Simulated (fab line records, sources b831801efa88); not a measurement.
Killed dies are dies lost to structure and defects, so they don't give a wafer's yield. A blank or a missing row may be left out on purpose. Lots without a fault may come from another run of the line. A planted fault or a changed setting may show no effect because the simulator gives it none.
A struck lot beside a sound one | flow sky130 | 16 steps out of a route of 708
Sound: wafers L455.1, L455.2, L455.4. Struck: wafers L465.5, L465.6. (L465.3 of the same lot was not struck and is left out.) The cause comes at the end.
At each step with rows: each side's tool, then ch and its chambers, then its first start. Under that, the readings that differ: sound wafers | struck wafers | difference of the means | sigmas: that difference in standard deviations of wafers without a fault.
alike: readings whose means differ by less than 2 such deviations, and words and numbers that are the same on both sides. not compared: withheld readings, readings that some wafer has no value for, bounds like >300 that may hide the same value, and numbers for which the record gives no deviation and whose values overlap.
The two part at a step that has a row with sigmas, a row that says differs or no value, or rows on one side only. Numbers that don't overlap but have no deviation are shown without sigmas and don't part them. A reading that every wafer of one side lacks parts them only if that side has two wafers or more.

first, 3 steps without rows for these wafers: SKY_METAL2_EXPOSE_12 (exposes mask MM2, target cd 140 nm); SKY_METAL2_PEB_13; SKY_METAL2_DEVELOP_14 (develop time 60 s).
SKY_METAL2_CD_MEAS_15: target cd 140 nm.
  sound on cd_sem-01, day 34 20:49; struck on cd_sem-01, day 38 08:20
  alike: cd_nm
SKY_METAL2_OVL_MEAS_16:
  sound on overlay-02, day 34 20:56; struck on overlay-01, day 38 08:26
  reading         | sound  | struck  | difference | sigmas
  METAL2_OVL (nm) | 0 10 1 | -15 -14 | -18        | -3
SKY_METAL2_DESCUM_17: chemistry O2, time 8 s.
  sound on rie_metal-02 ch 1, day 34 20:59; struck on rie_metal-03 ch 0,1, day 38 08:28
  alike: drypump_motor_current_A, oes_product_au
  not compared: rf_hours_counter_h
SKY_METAL2_ETCH_18: etches BARC in N2/H2, stops on SiO2, time 45.9 s, target depth 60 nm.
  sound on rie_metal-02 ch 1, day 34 21:02; struck on rie_metal-03 ch 0,1, day 38 08:31
  reading                | sound                | struck        | difference | sigmas
  throttle_valve_pct (%) | 13.233 13.220 13.241 | 13.207 13.217 | -0.019     | -2
  alike: drypump_motor_current_A, oes_product_au
  not compared: rf_hours_counter_h
SKY_METAL2_METAL_ETCH_19: etches the open film in Cl2/BCl3, stops on SiO2, target depth 360 nm, time 78 s.
  sound on rie_metal-02 ch 1, day 34 21:10; struck on rie_metal-03 ch 0,1, day 38 08:35
  alike: drypump_motor_current_A, oes_product_au, throttle_valve_pct
  not compared: rf_hours_counter_h
SKY_METAL2_STRIP_20: strips in O2/N2.
  sound on plasma_asher-01 ch 0,1, day 34 21:21; struck on plasma_asher-04 ch 0,1, day 38 08:41
  alike: drypump_motor_current_A, oes_product_au, strip_time_to_endpoint_s
  not compared: rf_hours_counter_h
then, 3 steps without rows for these wafers: SKY_METAL2_STRIP_21 (strips in post etch residue remover, time 1200 s); SKY_METAL2_CLEAN_22 (cleans in IPA, time 180 s); SKY_METAL2_CLEAN_23 (cleans in O3/DIW).
SKY_VIA2_HDPCVD_00: deposits SiO2, target thk 1180 nm, time 196.7 s.
  sound on hdpcvd-01 ch 0,2, day 34 21:58; struck on hdpcvd-01 ch 0,1, day 38 09:14
  reading                                  | sound          | struck    | difference | sigmas
  model.SiO2_of_VIA2_HDPCVD_00.thk_nm (nm) | 1190 1177 1169 | 1871 1860 | +687       |
SKY_VIA2_THK_MEAS_01:
  sound on film_metro-01, day 34 22:06; struck on film_metro-01, day 38 09:23
  reading              | sound          | struck    | difference | sigmas
  VIA2_HDPCVD_THK (nm) | 1191 1177 1168 | 1870 1859 | +686       | +43
SKY_VIA2_CMP_02: polishes SiO2.
  sound on cmp-01 ch 0,2,3, day 34 22:10; struck on cmp-01 ch 2,3, day 38 09:34
  alike: motor_current_A
-- the record jumps here: 10 days lie between the struck wafers' starts before and after (it left off in module VIA2 and takes up again in module PAD_OPEN, whose first step shown is number 708 of the route) --
SKY_PAD_OPEN_PROBE_99:
  sound on prober-02, day 45 11:59; struck on prober-02, day 48 06:32
  alike: defect_limited_yield, killed_at_M0_to_M3, killed_at_M4_up, killed_at_contacts, killed_at_front_end, killed_at_other, killed_dies, killed_open, killed_short, sort_bin_3_pad_short, sort_bin_5_function, sort_bin_6_memory, sort_n_pass, sort_yield_pct

WHERE THEY PART
First at SKY_METAL2_OVL_MEAS_16; last, within this record, at SKY_VIA2_THK_MEAS_01. Later steps at which nothing parts them and some readings are alike: SKY_VIA2_CMP_02, SKY_PAD_OPEN_PROBE_99.

WHY: what the simulator had put in
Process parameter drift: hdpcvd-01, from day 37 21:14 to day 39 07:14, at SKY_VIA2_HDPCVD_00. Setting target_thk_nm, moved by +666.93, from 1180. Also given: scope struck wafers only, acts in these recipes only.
